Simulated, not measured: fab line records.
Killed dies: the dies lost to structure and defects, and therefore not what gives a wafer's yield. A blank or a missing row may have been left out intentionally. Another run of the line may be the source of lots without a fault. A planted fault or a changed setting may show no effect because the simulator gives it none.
Which tool is to blame? ; flow sky130 ; Sampling: 15 lots, 45 wafers, 4 of 708 route steps

== WHAT EACH GAUGE READ, for each wafer ==
SKY_FIELD_ISO_THK_MEAS_23. Usual: FIELD_ISO_OXIDATION_01_THK 9.94 nm, standard deviation 0.18.
lot;measured;on;FIELD_ISO_OXIDATION_01_THK (nm);flag
L287;day 2 16:04;film_metro-04;10.21 10.11 9.96;
L291;day 3 16:01;film_metro-03;9.85 9.72 9.70;
L292;day 3 20:10;film_metro-01;9.98 9.92 10.00;
L293;day 4 00:49;film_metro-03;9.96 9.95 9.98;
L294;day 4 04:54;film_metro-01;10.15 10.13 10.18;
L296;day 4 16:59;film_metro-04;9.92 10.23 10.14;
L299;day 5 08:07;film_metro-04;10.20 10.20 10.03;
L300;day 5 13:06;film_metro-04;9.96 10.23 10.03;
L301;day 5 19:05;film_metro-04;9.81 10.01 9.92;
L302;day 5 22:56;film_metro-04;9.95 9.83 9.96;
L304;day 6 09:37;film_metro-04;9.93 9.86 9.85;
L305;day 6 15:03;film_metro-03;9.88 9.65 9.73;
L306;day 6 19:11;film_metro-03;9.76 9.69 9.68;
L307;day 7 01:04;film_metro-01;10.17 10.18 10.10;
L308;day 7 09:21;film_metro-03;10.27 10.44 10.35;

SKY_LOCAL_INTERCONNECT_OVL_MEAS_12. Usual: LOCAL_INTERCONNECT_OVL -3 nm, standard deviation 6.3.
lot;measured;on;LOCAL_INTERCONNECT_OVL (nm);flag
L287;day 30 22:23;overlay-01;-5 -3 1;
L291;day 32 10:44;overlay-01;-17 -4 -17;
L292;day 32 17:26;overlay-02;7 -4 -1;
L293;day 33 14:34;overlay-02;3 0 1;
L294;day 33 13:24;overlay-02;-11 -13 -5;
L296;day 34 04:28;overlay-01;-13 -11 -5;
L299;day 35 00:06;overlay-01;-5 -7 -11;
L300;day 35 09:11;overlay-02;-8 1 -7;
L301;day 35 17:36;overlay-02;0 -4 0;
L302;day 36 01:52;overlay-01;3 -1 1;
L304;day 36 12:24;overlay-02;1 -8 -2;
L305;day 36 17:53;overlay-02;16 11 3;
L306;day 36 23:50;overlay-01;0 -10 -2;
L307;day 37 10:54;overlay-01;5 9 8;
L308;day 37 18:56;overlay-01;-10 -3 -9;

SKY_CONTACT_OVL_MEAS_15. Usual: CONTACT_OVL 4 nm, standard deviation 7.7.
lot;measured;on;CONTACT_OVL (nm);flag
L287;day 32 03:15;overlay-01;-8 -9 -12;
L291;day 33 14:17;overlay-01;13 18 8;
L292;day 33 21:36;overlay-02;-9 -4 -2;
L293;day 34 18:39;overlay-01;5 12 3;
L294;day 34 17:21;overlay-02;5 -4 4;
L296;day 35 08:21;overlay-01;2 -4 14;
L299;day 36 05:13;overlay-02;8 -5 -7;
L300;day 36 14:45;overlay-01;16 9 14;
L301;day 36 22:31;overlay-02;4 -13 -13;
L302;day 37 06:08;overlay-02;3 8 -5;
L304;day 37 15:53;overlay-02;4 -8 4;
L305;day 37 21:10;overlay-01;3 6 10;
L306;day 38 02:26;overlay-01;10 -1 2;
L307;day 38 14:22;overlay-02;-8 0 -1;
L308;day 38 22:04;overlay-01;18 22 22;

== TOOL THAT RAN EACH LOT (tool first, then ch and the chambers of the sampled wafers, then the start) ==
lot;SKY_VT_ADJUST_HVTP_DEVELOP_06
L287;litho_track-04 ch 0, day 6 12:35
L291;litho_track-04 ch 0, day 7 15:06
L292;litho_track-03, day 7 20:22
L293;litho_track-01, day 8 03:46
L294;litho_track-04, day 8 05:39
L296;litho_track-03 ch 0, day 9 01:58
L299;litho_track-01 ch 0, day 9 16:40
L300;litho_track-03 ch 0, day 10 02:02
L301;litho_track-01 ch 0, day 10 09:37
L302;litho_track-01 ch 0, day 10 15:13
L304;litho_track-03 ch 0, day 11 02:25
L305;litho_track-04 ch 0, day 11 06:26
L306;litho_track-04 ch 0, day 11 12:39
L307;litho_track-04 ch 0, day 12 00:24
L308;litho_track-01 ch 0, day 12 06:58
- SKY_VT_ADJUST_HVTP_DEVELOP_06: develop time 60 s.

== AS READ BY THE TOOLS THEMSELVES (means over the sampled wafers that have a number; for cases with no such wafer, the mark the record gives instead) ==
SKY_VT_ADJUST_HVTP_DEVELOP_06. Usual: chill_plate_temp_C 23.02 C, standard deviation 0.11.
lot;tool;chill_plate_temp_C (C);flag
L287;litho_track-04;22.97;
L291;litho_track-04;22.98;
L292;litho_track-03;-;OFF
L293;litho_track-01;-;OFF
L294;litho_track-04;-;OFF
L296;litho_track-03;23.08;
L299;litho_track-01;23.10;
L300;litho_track-03;23.01;
L301;litho_track-01;23.18;
L302;litho_track-01;22.92;
L304;litho_track-03;22.95;
L305;litho_track-04;23.06;
L306;litho_track-04;23.09;
L307;litho_track-04;22.97;
L308;litho_track-01;23.06;

== THE ANSWER, worked out from the rows above alone ==
Rule: take the mean of a lot's wafers that have a number; if it is more than 3 standard deviations from the usual mean, the lot is off. A lot without any number at a reading at which 4 lots or more have one is off too. All remaining lots with rows at the step are treated as sound. After the gauges, taken in route order, come the tools' own readings; for these a lot's mean is taken, as printed above. At the first step where some lot is off, the reading lying furthest off is the one used; lots without a number count as furthest.
Off: L292, L293, L294 (SKY_VT_ADJUST_HVTP_DEVELOP_06, chill_plate_temp_C). Without a number there: L292, L293, L294.
A tool fits if, at that step or a process step before it, it ran every lot that is off, and no sound lot after the first of them. None of those tried fits.

== WHAT WAS PUT IN BY THE SIMULATOR ==
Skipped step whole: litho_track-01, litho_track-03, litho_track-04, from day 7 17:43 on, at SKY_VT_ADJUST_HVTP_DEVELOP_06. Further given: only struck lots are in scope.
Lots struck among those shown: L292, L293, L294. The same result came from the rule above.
